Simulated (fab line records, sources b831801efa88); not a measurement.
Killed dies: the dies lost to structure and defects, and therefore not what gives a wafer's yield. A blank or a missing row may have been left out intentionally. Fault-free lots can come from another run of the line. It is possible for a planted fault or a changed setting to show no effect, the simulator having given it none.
Which of the tools did it? || flow gf180mcu || 14 lots (42 wafers sampled), 1 step of a 602-step route

WHAT THE GAUGES SHOWED, per wafer
The record lacks any reading of a measuring or inspecting step that a usual standard deviation could be used to judge.

TOOL THAT RAN EACH LOT (tool first, then ch and the chambers of the sampled wafers, then the start)
{"lot": "L469", "GF_M2_SPUTTER_00": "pvdSputter-02, day 18 04:37"}
{"lot": "L470", "GF_M2_SPUTTER_00": "pvdSputter-02, day 19 05:37"}
{"lot": "L472", "GF_M2_SPUTTER_00": "pvdSputter-04, day 19 12:43"}
{"lot": "L473", "GF_M2_SPUTTER_00": "pvdSputter-04, day 20 01:16"}
{"lot": "L474", "GF_M2_SPUTTER_00": "pvdSputter-01, day 20 05:16"}
{"lot": "L475", "GF_M2_SPUTTER_00": "pvdSputter-01, day 20 23:43"}
{"lot": "L482", "GF_M2_SPUTTER_00": "pvdSputter-02, day 23 06:19"}
{"lot": "L484", "GF_M2_SPUTTER_00": "pvdSputter-02, day 24 00:25"}
{"lot": "L485", "GF_M2_SPUTTER_00": "pvdSputter-02, day 24 07:16"}
{"lot": "L487", "GF_M2_SPUTTER_00": "pvdSputter-01, day 24 18:54"}
{"lot": "L488", "GF_M2_SPUTTER_00": "pvdSputter-01, day 25 00:19"}
{"lot": "L490", "GF_M2_SPUTTER_00": "pvdSputter-04, day 25 16:45"}
{"lot": "L491", "GF_M2_SPUTTER_00": "pvdSputter-04, day 25 23:58"}
{"lot": "L492", "GF_M2_SPUTTER_00": "pvdSputter-01, day 26 10:40"}
- GF_M2_SPUTTER_00: material Ti, target thk 37.5 nm, time 150 s.

AS READ BY THE TOOLS THEMSELVES (means over the sampled wafers that have a number; for cases with no such wafer, the mark the record gives instead)
GF_M2_SPUTTER_00. Usual: cathodeDcPowerW 3999.8 W, standard deviation 0.79; substrateTempC 199.98 C, standard deviation 0.16; throttleValvePct 30.2 %, standard deviation 1.
{"lot": "L469", "tool": "pvdSputter-02", "cathodeDcPowerW (W)": 3999.9, "substrateTempC (C)": 200.01, "throttleValvePct (%)": 29.7, "flag": ""}
{"lot": "L470", "tool": "pvdSputter-02", "cathodeDcPowerW (W)": 4000.7, "substrateTempC (C)": 199.79, "throttleValvePct (%)": 29.9, "flag": ""}
{"lot": "L472", "tool": "pvdSputter-04", "cathodeDcPowerW (W)": 3999.8, "substrateTempC (C)": 199.99, "throttleValvePct (%)": 29.5, "flag": ""}
{"lot": "L473", "tool": "pvdSputter-04", "cathodeDcPowerW (W)": 3999.7, "substrateTempC (C)": 199.95, "throttleValvePct (%)": 30.0, "flag": ""}
{"lot": "L474", "tool": "pvdSputter-01", "cathodeDcPowerW (W)": 4000.6, "substrateTempC (C)": 200.01, "throttleValvePct (%)": 31.1, "flag": ""}
{"lot": "L475", "tool": "pvdSputter-01", "cathodeDcPowerW (W)": 4000.8, "substrateTempC (C)": 200.06, "throttleValvePct (%)": 30.6, "flag": ""}
{"lot": "L482", "tool": "pvdSputter-02", "cathodeDcPowerW (W)": 3999.7, "substrateTempC (C)": 200.04, "throttleValvePct (%)": 29.5, "flag": ""}
{"lot": "L484", "tool": "pvdSputter-02", "cathodeDcPowerW (W)": 4436.5, "substrateTempC (C)": 200.04, "throttleValvePct (%)": 29.7, "flag": "OFF"}
{"lot": "L485", "tool": "pvdSputter-02", "cathodeDcPowerW (W)": 4436.2, "substrateTempC (C)": 200.10, "throttleValvePct (%)": 30.0, "flag": "OFF"}
{"lot": "L487", "tool": "pvdSputter-01", "cathodeDcPowerW (W)": 4000.3, "substrateTempC (C)": 199.86, "throttleValvePct (%)": 31.3, "flag": ""}
{"lot": "L488", "tool": "pvdSputter-01", "cathodeDcPowerW (W)": 3999.8, "substrateTempC (C)": 199.85, "throttleValvePct (%)": 30.5, "flag": ""}
{"lot": "L490", "tool": "pvdSputter-04", "cathodeDcPowerW (W)": 3999.5, "substrateTempC (C)": 199.89, "throttleValvePct (%)": 30.1, "flag": ""}
{"lot": "L491", "tool": "pvdSputter-04", "cathodeDcPowerW (W)": 3999.2, "substrateTempC (C)": 199.92, "throttleValvePct (%)": 30.0, "flag": ""}
{"lot": "L492", "tool": "pvdSputter-01", "cathodeDcPowerW (W)": 4000.1, "substrateTempC (C)": 200.12, "throttleValvePct (%)": 30.3, "flag": ""}

THE ANSWER, worked out from the rows above alone
Rule: take the mean of a lot's wafers that have a number; if it is more than 3 standard deviations from the usual mean, the lot is off. Also off: a lot with no number at a reading for which 4 or more lots have one. Any other lot the step has rows for is counted as sound. Order of review: gauges by route order, followed by the tools' own readings, for which a lot's mean as printed above is used. The first step at which some lot is off is used, and at that step the reading that is off furthest; a lot without a number counts as furthest.
Off, at GF_M2_SPUTTER_00 on cathodeDcPowerW: L484, L485.
If a tool, at that step or one of the process steps before it, ran each lot that is off and ran no sound lot following the first of them, it fits. One candidate fits, namely pvdSputter-02 at GF_M2_SPUTTER_00. A fault onset in the window from L482 (day 23 06:19, its last sound lot) to L484 (day 24 00:25, its first lot off) fits.
On the lots that are off, the tool's own readings at GF_M2_SPUTTER_00 differ by more than 5 times the standard deviation of the sound lots' means, which bears it out; cathodeDcPowerW reads 4436.4 W there versus 4000.0 W on the sound lots.

WHAT THE SIMULATOR PUT IN
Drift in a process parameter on pvdSputter-02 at GF_M2_SPUTTER_00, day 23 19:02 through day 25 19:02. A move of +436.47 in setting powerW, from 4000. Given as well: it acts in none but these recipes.
Struck lots among those shown: L484, L485. The rule above found the same.
